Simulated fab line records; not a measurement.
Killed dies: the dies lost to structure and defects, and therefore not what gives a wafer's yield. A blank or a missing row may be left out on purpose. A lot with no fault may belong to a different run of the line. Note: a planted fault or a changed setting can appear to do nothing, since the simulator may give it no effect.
Which tool was responsible? + flow sky130 + 18 wafers from 6 lots sampled at 2 of the route's 708 steps

## WHAT THE GAUGES SHOWED, per wafer
SKY_METAL2_THK_MEAS_06: measures by xrf.
| lot  | measured     | on            | METAL2_ALCU_THK (nm) |
|------|--------------|---------------|----------------------|
| L818 | day 34 18:56 | film_metro-01 | 245 243 250          |
| L821 | day 35 15:20 | film_metro-03 | 248 248 249          |
| L823 | day 36 07:26 | film_metro-01 | 247 244 243          |
| L829 | day 38 08:46 | film_metro-02 | 252 253 251          |
| L833 | day 39 05:46 | film_metro-01 | 248 245 250          |
| L836 | day 40 12:01 | film_metro-03 | 241 246 247          |

## WHAT TOOL EACH LOT RAN ON (gives the tool, then ch and the chambers of the sampled wafers, and finally the start)
| lot  | SKY_METAL2_SPUTTER_03        |
|------|------------------------------|
| L818 | pvd_sputter-04, day 34 18:43 |
| L821 | pvd_sputter-04, day 35 15:08 |
| L823 | pvd_sputter-02, day 36 07:14 |
| L829 | pvd_sputter-02, day 38 08:35 |
| L833 | pvd_sputter-03, day 39 05:34 |
| L836 | pvd_sputter-03, day 40 11:49 |
- SKY_METAL2_SPUTTER_03: material Ti, target thk 5 nm, time 3.3 s.

## THE ANSWER, worked out from the rows above alone
Rule: usual is defined by the lots themselves. Put in order of their means at a reading, lots are off if they are a third of the lots or fewer, leave a main group of 4 or more, and stand apart from it by a gap of 3 or more times the standard deviation of the main group's means; of several such gaps the widest counts. The tables above print the reading to a certain number of digits; a main group whose means all agree to those digits is not used. Also off: a lot with no number at a reading for which 4 or more lots have one. The other lots that the step has rows for count as sound.
No lot is off at any reading shown: from this, nothing can be told.

## WHAT THE SIMULATOR HAD PUT IN
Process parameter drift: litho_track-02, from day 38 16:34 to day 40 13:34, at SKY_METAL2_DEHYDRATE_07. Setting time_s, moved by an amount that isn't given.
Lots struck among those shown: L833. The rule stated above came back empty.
